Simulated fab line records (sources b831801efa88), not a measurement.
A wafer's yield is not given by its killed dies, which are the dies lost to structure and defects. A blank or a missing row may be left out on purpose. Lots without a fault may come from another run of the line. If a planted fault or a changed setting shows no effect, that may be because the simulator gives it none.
fab line records    flow sky130
[record] lots = 6  wafers = 18  lastDay = 50
route steps=708 shown POLY_GATE@233 LDD_N@237 LDD_P@255 PAD_OPEN@708
lots that met no fault: from a run of the same line without faults
startH: the number of hours between the record's first day and the start of the first shown wafer of the lot    waitH: hours from the lot's prior step to this one    " unchanged from the row above    L1.1+2: a single row standing in for several wafers    - no value present, or no start provided    * or withheld: withheld    < > ~ a bound
route shown NAME@n: a module of which the file shows steps, and the number in the route of the first    usual: average and standard deviation across the fault-free wafers    same: alike in all rows    chamber/n: place in a boat    sites: the reading at each site    _std_site: their standard deviation    _edge_site: inner sites' mean taken away from outer sites' mean    radiusMm: how far each site lies from the wafer's centre    mask NAME#n: copy n    behind: tool/chamber where the wafer was last shaped    hold: the reason the lot was held/the length of the hold in hours/how it ended    device: the n, p or np transistor that did not switch    end of line: tests of these same wafers at the route's end    a step without rows: its recipe alone    killed: dies lost to structure and defects at the first sort, not the wafer's yield    map: the dies of a wafer, with x for killed, . for not killed, _ for no die there
set.NAME: the setting as run; set.NAME@STEP: as run at that earlier step    model.NAME: the simulator's own value behind a step, which no gauge read
lots seen at some steps along the route; tables by step, rows by wafer
services: when a tool's chamber went out of use (startH, in hours from the record's first day, below 0 if earlier), for how many hours, and the reason
[[steps]]
[step SKY_POLY_GATE_CLEAN_19]
[recipe] chemistry = SC1/SC2  mix = 1:4:20  tempC = 70  timeS = 150  dry = n2Spin
[step SKY_POLY_GATE_OXIDATION_20]
[recipe] tempC = 850  ambient = O2  stabiliseS = 600  purgeS = 300  targetThkA = 40  oxTimeS = 899
[step SKY_POLY_GATE_THK_MEAS_21]
[recipe] reads = SiO2_of_POLY_GATE_OXIDATION_20
[usual] POLY_GATE_OXIDATION_THK = 4.00/0.067
lot.wafer  tool          chamber  startH  waitH  POLY_GATE_OXIDATION_THK[nm]
L407.2     filmMetro-03  -        415.15  0.0    4.00
L407.4     "             -        "       "      4.06
L407.5     "             -        "       "      4.02
L408.1     filmMetro-03  -        423.18  0.0    4.05
L408.2     "             -        "       "      4.16
L408.5     "             -        "       "      4.11
L416.2     filmMetro-02  -        492.09  0.0    4.04
L416.5     "             -        "       "      4.09
L416.6     "             -        "       "      4.11
L418.2     filmMetro-04  -        501.03  0.0    4.09
L418.5     "             -        "       "      4.05
L418.6     "             -        "       "      3.97
L419.3     filmMetro-04  -        510.37  0.0    4.06
L419.4     "             -        "       "      4.01
L419.6     "             -        "       "      4.07
L426.2     filmMetro-03  -        566.68  0.0    4.02
L426.4     "             -        "       "      4.09
L426.5     "             -        "       "      3.92
[step SKY_POLY_GATE_CD_MEAS_22]
[usual] cdNm = 149/3.1
lot.wafer  tool      chamber  startH  waitH  cdNm
L407.2     cdSem-02  -        415.23  0.1    149
L407.4     "         -        "       "      149
L407.5     "         -        "       "      151
L408.1     cdSem-01  -        423.24  0.1    149
L408.2     "         -        "       "      151
L408.5     "         -        "       "      146
L416.2     cdSem-02  -        492.17  0.1    148
L416.5     "         -        "       "      148
L416.6     "         -        "       "      154
L418.2     cdSem-01  -        501.11  0.1    145
L418.5     "         -        "       "      148
L418.6     "         -        "       "      145
L419.3     cdSem-02  -        510.47  0.1    151
L419.4     "         -        "       "      156
L419.6     "         -        "       "      151
L426.2     cdSem-02  -        566.76  0.1    145
L426.4     "         -        "       "      145
L426.5     "         -        "       "      146
[step SKY_LDD_N_DEHYDRATE_00]
[recipe] tempC = 200  timeS = 60
[step SKY_LDD_N_HMDS_01]
[recipe] primeTimeS = 60  primeTempC = 120
[step SKY_LDD_N_COAT_02]
[recipe] resist = NOVOLAK  spinRpm = 3000  resistThkNm = 300
[step SKY_LDD_N_SOFTBAKE_03]
[recipe] tempC = 90  timeS = 60  resist = NOVOLAK
[step SKY_LDD_N_EXPOSE_04]
[recipe] maskId = NTM  targetCdNm = 840  na = 0.6  sourceShape = conventional  sigmaOuter = 0.6  doseMj = 110
[step SKY_LDD_N_PEB_05]
[recipe] tempC = withheld  timeS = *  resist = NOVOLAK
[step SKY_LDD_N_DEVELOP_06]
[recipe] developTimeS = 60  devTempC = 23
[step SKY_LDD_N_OVL_MEAS_07]
[usual] LDD_N_OVL = -0.4/1.4
lot.wafer  tool        chamber  startH  waitH  LDD_N_OVL[nm]
L407.2     overlay-02  -        445.86  0.1    0.4
L407.4     "           -        "       "      -0.8
L407.5     "           -        "       "      -0.6
L408.1     overlay-02  -        453.66  0.1    -1.6
L408.2     "           -        "       "      -2.4
L408.5     "           -        "       "      -0.9
L416.2     overlay-01  -        522.06  0.1    -0.3
L416.5     "           -        "       "      -2.2
L416.6     "           -        "       "      -0.2
L418.2     overlay-02  -        530.68  0.1    -1.7
L418.5     "           -        "       "      -1.3
L418.6     "           -        "       "      0.4
L419.3     overlay-02  -        540.83  0.1    0.5
L419.4     "           -        "       "      -0.5
L419.6     "           -        "       "      0.1
L426.2     overlay-02  -        595.43  0.1    0.7
L426.4     "           -        "       "      0.8
L426.5     "           -        "       "      -0.7
[step SKY_LDD_N_IMPLANT_08]
[recipe] species = As  energyKev = 20  doseCm2 = 7.5e+13  tiltDeg = withheld  rotationDeg = 23
[usual] beamOnS = 10.01/0.24  doseIonsCm2 = 7.499e+13/8.9e+10  faradayCurrentUA = 422/9.9
[same] implantIonAmu = 75
lot.wafer  tool          chamber  startH  waitH  beamOnS  doseIonsCm2  faradayCurrentUA
L407.2     implanter-04  0        445.92  0.0    10.09    7.496e+13    419
L407.4     "             0        "       "      10.29    7.513e+13    411
L407.5     "             0        "       "      10.19    7.494e+13    416
L408.1     implanter-02  0        453.69  0.0    10.27    7.497e+13    410
L408.2     "             0        "       "      10.09    7.492e+13    420
L408.5     "             0        "       "      10.09    7.497e+13    418
L416.2     implanter-04  0        522.12  0.0    87.94    9.3383e+14   598
L416.5     "             0        "       "      85.56    9.3386e+14   614
L416.6     "             0        "       "      88.02    9.3393e+14   597
L418.2     implanter-04  0        530.73  0.0    86.44    9.3376e+14   608
L418.5     "             0        "       "      85.28    9.3379e+14   618
L418.6     "             0        "       "      88.23    9.3375e+14   596
L419.3     implanter-01  0        540.91  0.1    9.93     7.499e+13    427
L419.4     "             0        "       "      9.83     7.509e+13    430
L419.6     "             0        "       "      10.33    7.504e+13    410
L426.2     implanter-02  0        595.48  0.0    9.92     7.491e+13    427
L426.4     "             0        "       "      10.20    7.494e+13    413
L426.5     "             0        "       "      10.34    7.493e+13    408
[step SKY_LDD_N_IMPLANT_09]
[recipe] species = As  energyKev = 20  doseCm2 = 7.5e+13  tiltDeg = withheld  rotationDeg = 113
[step SKY_LDD_N_IMPLANT_10]
[recipe] species = As  energyKev = 20  doseCm2 = 7.5e+13  tiltDeg = withheld  rotationDeg = 203
[step SKY_LDD_N_IMPLANT_11]
[recipe] species = As  energyKev = 20  doseCm2 = 7.5e+13  tiltDeg = withheld  rotationDeg = 293
[step SKY_LDD_N_IMPLANT_12]
[recipe] species = BF2  energyKev = 50  doseCm2 = 5e+12  tiltDeg = 30  rotationDeg = 0
[step SKY_LDD_N_IMPLANT_13]
[recipe] species = BF2  energyKev = 50  doseCm2 = 5e+12  tiltDeg = 30  rotationDeg = 90
[step SKY_LDD_N_IMPLANT_14]
[recipe] species = BF2  energyKev = 50  doseCm2 = 5e+12  tiltDeg = 30  rotationDeg = 180
[step SKY_LDD_N_IMPLANT_15]
[recipe] species = BF2  energyKev = 50  doseCm2 = 5e+12  tiltDeg = 30  rotationDeg = 270
[step SKY_LDD_N_STRIP_16]
[recipe] chemistry = O2/N2  powerW = 1400  pressureMtorr = 1500  platenTempC = withheld  o2FlowSccm = 3000  n2FlowSccm = 300  overashFraction = 0.5
[usual] drypumpMotorCurrentA = 6.06/0.2  oesProductAu = 0.407/0.0044  stripTimeToEndpointS = 4.310/0.014
lot.wafer  tool            chamber  startH  waitH  drypumpMotorCurrentA  oesProductAu  rfHoursCounterH  stripTimeToEndpointS
L407.2     plasmaAsher-04  1        447.09  0.1    5.66                  0.408         32               4.308
L407.4     "               0        "       "      6.07                  0.420         -                4.346
L407.5     "               0        "       "      6.08                  0.409         -                4.324
L408.1     plasmaAsher-01  0        454.89  0.1    6.21                  0.402         62               4.301
L408.2     "               1        "       "      6.24                  0.411         62               4.311
L408.5     "               0        "       "      6.22                  0.406         -                4.304
L416.2     plasmaAsher-04  0        523.29  0.1    6.08                  0.404         41               5.979
L416.5     "               0        "       "      6.09                  0.403         -                5.996
L416.6     "               1        "       "      5.64                  0.415         -                6.002
L418.2     plasmaAsher-02  1        531.91  0.1    6.24                  0.402         86               5.983
L418.5     "               0        "       "      5.98                  0.412         -                5.980
L418.6     "               1        "       "      6.25                  0.400         -                5.958
L419.3     plasmaAsher-04  1        542.09  0.1    5.66                  0.404         -                4.316
L419.4     "               0        "       "      6.09                  0.403         -                4.316
L419.6     "               1        "       "      5.66                  0.405         -                4.326
L426.2     plasmaAsher-04  0        596.66  0.1    6.09                  0.402         47               4.322
L426.4     "               1        "       "      5.64                  0.404         -                4.291
L426.5     "               0        "       "      6.07                  0.405         -                4.325
[step SKY_LDD_N_TW_MEAS_17]
[usual] LDD_N_TW = 2588/29
lot.wafer  tool          chamber  startH  waitH  LDD_N_TW
L407.2     filmMetro-03  -        447.20  0.1    2652
L407.4     "             -        "       "      2637
L407.5     "             -        "       "      2632
L408.1     filmMetro-03  -        454.99  0.1    2626
L408.2     "             -        "       "      2637
L408.5     "             -        "       "      2630
L416.2     filmMetro-02  -        523.40  0.1    3034
L416.5     "             -        "       "      3038
L416.6     "             -        "       "      3033
L418.2     filmMetro-03  -        532.02  0.1    3076
L418.5     "             -        "       "      3097
L418.6     "             -        "       "      3092
L419.3     filmMetro-03  -        542.18  0.1    2622
L419.4     "             -        "       "      2627
L419.6     "             -        "       "      2625
L426.2     filmMetro-01  -        596.77  0.1    2562
L426.4     "             -        "       "      2562
L426.5     "             -        "       "      2562
[step SKY_LDD_P_DEHYDRATE_00]
[recipe] tempC = 200  timeS = 60
[step SKY_PAD_OPEN_PROBE_99]
[usual] killed_at_M0_to_M3 = 42/6.1  killed_at_M4_up = 3.1/1.7  killedAtContacts = 24/5.5  killedAtFrontEnd = 16/4.1  killedAtOther = 0.3/0.57  killedDies = 86/8.2  killedOpen = 47/6.8  killedShort = 38/5.8
[same] grossDies = 492  killedAtBackSide = 0
lot.wafer  tool       chamber  startH   waitH  killed_at_M0_to_M3  killed_at_M4_up  killedAtContacts  killedAtFrontEnd  killedAtOther  killedDies  killedOpen  killedShort  model.etest.tipN.rsOhmSq  model.etest.nfet_01v8.rOnOhmUm  model.etest.nfet_01v8_lvt.driveUaUm  model.etest.nfet_01v8_turned.driveUaUm  model.etest.nfet_01v8.driveUaUm  model.etest.sramNfetPass.driveUaUm  model.etest.nfet_01v8_swapped.driveUaUm  model.etest.liconNdiff.rcOhm
L407.2     prober-02  -        1106.33  0.1    43                  4                23                18                0              88          51          36           443.9                     865.2                           559.6                                488.8                                   490.1                            470.8                               488.4                                    182.6
L407.4     prober-02  -        1106.43  0.2    41                  4                15                14                0              74          42          32           442.5                     827.1                           576.3                                505.2                                   510.3                            465.7                               501                                      187.2
L407.5     prober-02  -        1106.48  0.2    39                  2                28                13                0              82          48          33           444.4                     860.8                           557.5                                488.2                                   490.3                            469.1                               491.4                                    187.5
L408.1     prober-01  -        1112.01  0.1    31                  3                31                18                0              83          49          34           444.6                     872.5                           550.3                                483.9                                   481.1                            444.6                               481.2                                    186.4
L408.2     prober-01  -        1112.06  0.1    49                  4                23                12                0              88          43          45           443.8                     864.4                           553                                  484.7                                   482.9                            476.2                               486                                      184.4
L408.5     prober-01  -        1112.21  0.2    33                  3                23                15                0              74          42          32           440.6                     850                             556.7                                492.8                                   487.8                            473.2                               489.5                                    181.8
L416.2     prober-01  -        1153.79  0.1    38                  3                25                21                0              87          48          38           233.8                     758                             640.1                                564                                     563.9                            544.5                               542.1                                    167.3
L416.5     prober-01  -        1153.94  0.2    49                  2                22                19                0              92          48          43           235.9                     736.9                           649                                  577.8                                   574.1                            536.5                               556.7                                    168.8
L416.6     prober-01  -        1153.99  0.2    44                  3                22                11                0              80          40          38           235.1                     771.1                           637.3                                567.9                                   565.4                            566.1                               547.4                                    180.4
L418.2     prober-01  -        1159.73  0.1    32                  4                38                16                1              91          51          39           230.4                     749.8                           658.1                                589.1                                   586.9                            568.7                               560.8                                    179.3
L418.5     prober-01  -        1159.88  0.2    39                  3                25                15                1              83          50          33           230.9                     764.4                           643.9                                568.8                                   566.4                            562.2                               547.6                                    170.2
L418.6     prober-01  -        1159.93  0.2    49                  2                20                15                0              86          36          50           231.8                     743.3                           660                                  590.7                                   582.6                            578                                 565.2                                    171.2
L419.3     prober-02  -        1164.93  0.2    39                  6                21                19                0              85          51          34           448.4                     819                             584.6                                515.9                                   512                              478.4                               513.1                                    183.6
L419.4     prober-02  -        1164.98  0.2    49                  4                25                18                1              97          61          35           442.5                     842                             573.2                                498.4                                   499                              466.9                               498                                      183.9
L419.6     prober-02  -        1165.08  0.2    29                  2                28                17                0              76          41          34           444.8                     831.6                           576.2                                506.2                                   507.1                            501.1                               507.9                                    183.9
L426.2     prober-01  -        1196.86  0.1    40                  3                21                11                0              75          39          36           441.7                     802.7                           592.5                                519.7                                   521.7                            480.7                               518                                      185.6
L426.4     prober-01  -        1196.96  0.2    36                  1                24                12                2              75          49          25           443.8                     806.3                           593.2                                518.7                                   514.8                            495                                 516.4                                    182.5
L426.5     prober-01  -        1197.01  0.2    40                  5                19                21                0              85          50          34           441.6                     810                             589.9                                514.9                                   515.5                            503.7                               520                                      182.3
// killed by level:class
L407.2 CONTACT:geometricParticle:open=11 VIA1:geometricParticle:open=10 VIA3:geometricParticle:open=8 METAL3:geometricParticle:short=6 FIELD_ISO:geometricParticle:open=5 LI_CONTACT:geometricParticle:short=5 LI_CONTACT:geometricParticle:open=5 VIA2:geometricParticle:open=5
L407.4 VIA1:geometricParticle:open=8 VIA1:geometricParticle:short=7 FIELD_ISO:geometricParticle:short=6 VIA2:geometricParticle:open=6 VIA3:geometricParticle:open=5 CONTACT:geometricParticle:open=5 LI_CONTACT:geometricParticle:open=4 FIELD_ISO:geometricParticle:open=3
L407.5 CONTACT:geometricParticle:open=14 VIA2:geometricParticle:open=8 CONTACT:geometricParticle:short=8 VIA3:geometricParticle:open=7 FIELD_ISO:geometricParticle:open=5 LI_CONTACT:geometricParticle:open=5 VIA1:geometricParticle:open=5 VIA1:geometricParticle:short=5
L408.1 CONTACT:geometricParticle:open=13 VIA1:geometricParticle:open=10 LI_CONTACT:geometricParticle:open=9 POLY_GATE:geometricParticle:open=5 LOCAL_INTERCONNECT:geometricParticle:short=5 FIELD_ISO:geometricParticle:short=4 METAL2:geometricParticle:short=4 VIA1:geometricParticle:short=4
L408.2 VIA1:geometricParticle:open=10 VIA1:geometricParticle:short=9 CONTACT:geometricParticle:open=8 METAL1:geometricParticle:short=7 LI_CONTACT:geometricParticle:open=6 VIA3:geometricParticle:open=6 LOCAL_INTERCONNECT:geometricParticle:short=5 METAL3:geometricParticle:short=4
L408.5 VIA1:geometricParticle:open=12 CONTACT:geometricParticle:open=8 FIELD_ISO:geometricParticle:short=6 METAL1:geometricParticle:short=5 VIA3:geometricParticle:open=5 FIELD_ISO:geometricParticle:open=4 CONTACT:geometricParticle:short=4 VIA1:geometricParticle:short=4
L416.2 CONTACT:geometricParticle:open=8 FIELD_ISO:geometricParticle:open=6 LI_CONTACT:geometricParticle:open=6 METAL2:geometricParticle:short=6 CONTACT:geometricParticle:short=6 VIA3:geometricParticle:open=5 VIA1:geometricParticle:short=5 VIA1:geometricParticle:open=5
L416.5 VIA1:geometricParticle:open=13 CONTACT:geometricParticle:open=11 METAL1:geometricParticle:short=9 METAL2:geometricParticle:short=8 VIA2:geometricParticle:open=7 POLY_GATE:geometricParticle:short=6 LI_CONTACT:geometricParticle:open=6 FIELD_ISO:geometricParticle:open=4
L416.6 VIA3:geometricParticle:open=10 VIA1:geometricParticle:open=9 LOCAL_INTERCONNECT:geometricParticle:short=7 METAL2:geometricParticle:short=7 CONTACT:geometricParticle:short=6 CONTACT:geometricParticle:open=5 LI_CONTACT:geometricParticle:open=4 METAL1:geometricParticle:short=4
L418.2 CONTACT:geometricParticle:open=12 LI_CONTACT:geometricParticle:open=8 VIA2:geometricParticle:open=8 LOCAL_INTERCONNECT:geometricParticle:short=6 CONTACT:geometricParticle:short=5 LI_CONTACT:geometricParticle:short=4 METAL2:geometricParticle:short=4 VIA1:geometricParticle:open=4
L418.5 VIA1:geometricParticle:open=10 LI_CONTACT:geometricParticle:open=9 POLY_GATE:geometricParticle:open=6 CONTACT:geometricParticle:open=6 CONTACT:geometricParticle:short=5 METAL1:geometricParticle:short=5 METAL2:geometricParticle:short=5 VIA2:geometricParticle:open=5
L418.6 METAL1:geometricParticle:short=9 METAL2:geometricParticle:short=8 CONTACT:geometricParticle:short=7 VIA3:geometricParticle:open=7 POLY_GATE:geometricParticle:open=5 CONTACT:geometricParticle:open=5 VIA1:geometricParticle:short=5 VIA1:geometricParticle:open=5
L419.3 VIA1:geometricParticle:open=15 LI_CONTACT:geometricParticle:open=7 CONTACT:geometricParticle:open=6 VIA3:geometricParticle:open=6 LOCAL_INTERCONNECT:geometricParticle:short=5 VIA1:geometricParticle:short=5 VIA2:geometricParticle:open=5 METAL4:geometricParticle:short=5
L419.4 VIA1:geometricParticle:open=22 CONTACT:geometricParticle:open=11 FIELD_ISO:geometricParticle:short=7 LOCAL_INTERCONNECT:geometricParticle:short=5 VIA3:geometricParticle:open=5 VIA2:geometricParticle:open=5 CONTACT:geometricParticle:short=4 FIELD_ISO:geometricParticle:open=3
L419.6 LI_CONTACT:geometricParticle:open=8 CONTACT:geometricParticle:open=7 VIA1:geometricParticle:open=6 LOCAL_INTERCONNECT:geometricParticle:short=5 POLY_GATE:geometricParticle:short=4 POLY_GATE:geometricParticle:open=4 METAL2:geometricParticle:short=4 VIA2:geometricParticle:short=4
L426.2 VIA1:geometricParticle:open=11 CONTACT:geometricParticle:open=7 METAL2:geometricParticle:short=6 LI_CONTACT:geometricParticle:open=5 VIA3:geometricParticle:short=5 POLY_GATE:geometricParticle:short=4 LI_CONTACT:geometricParticle:short=4 LOCAL_INTERCONNECT:geometricParticle:short=3
L426.4 CONTACT:geometricParticle:open=14 VIA2:geometricParticle:open=11 VIA1:geometricParticle:open=9 FIELD_ISO:geometricParticle:open=5 LI_CONTACT:geometricParticle:short=5 VIA3:geometricParticle:open=4 CONTACT:geometricParticle:short=3 METAL2:geometricParticle:short=3
L426.5 VIA1:geometricParticle:open=10 POLY_GATE:geometricParticle:open=9 VIA2:geometricParticle:open=8 VIA3:geometricParticle:open=6 LI_CONTACT:geometricParticle:open=6 POLY_GATE:geometricParticle:short=4 LI_CONTACT:geometricParticle:short=4 CONTACT:geometricParticle:short=4
[[services]]
tool            chamber  startH  hours  kind
implanter-01    -        436.98  2.1    pm
plasmaAsher-02  -        459.30  1.2    repair
plasmaAsher-01  -        473.36  14.3   repair
plasmaAsher-01  -        476.47  2.3    repair
plasmaAsher-01  -        487.68  2.8    pm
implanter-01    -        489.27  3.1    pm
implanter-01    -        498.13  1.1    repair
plasmaAsher-02  -        506.91  13.5   repair
plasmaAsher-01  -        507.33  1.5    repair
plasmaAsher-04  -        574.13  7.3    pm
plasmaAsher-02  -        583.73  2.8    pm
implanter-04    -        591.47  3.6    repair
implanter-04    -        596.38  0.8    repair
[[key]]
[firstSign] step = SKY_LDD_N_IMPLANT_08  reading = doseIonsCm2  direction = up  sigmas = 99+  usual = *  struck = *
[effect] step = SKY_LDD_N_IMPLANT_08  reading = beamOnS  direction = up  sigmas = 99+  usual = 10.01  struck = 86.91
[effect] step = SKY_LDD_N_STRIP_16  reading = stripTimeToEndpointS  direction = up  sigmas = 99+  usual = *  struck = *
[effect] step = SKY_LDD_N_TW_MEAS_17  reading = LDD_N_TW  direction = up  sigmas = 16  usual = 2588  struck = 3062
[modelEffect] step = SKY_PAD_OPEN_PROBE_99  value = etest.tipN.rsOhmSq  without = 443.8  struck = 233
metAt SKY_LDD_N_IMPLANT_08
struckWafers L416.2,L416.5,L416.6,L418.2,L418.5,L418.6
testerLeftOut L416,L418
onsetBetween 445.92 522.12
[fault] kind = processParameterDrift  tool = implanter-04  chamber = -  onsetH = 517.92  steps = SKY_LDD_N_IMPLANT_08  channel = doseCm2  offset = *  shape = step  endH = 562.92  actsIn = *  stated = *
// testerLeftOut: of these lots the tester's yield and bins aren't shown, on N5 and GAA mostly nor the transistor test; their killed dies are dies lost to structure and defects alone, not to doping, threshold or leakage, so they don't give the yield
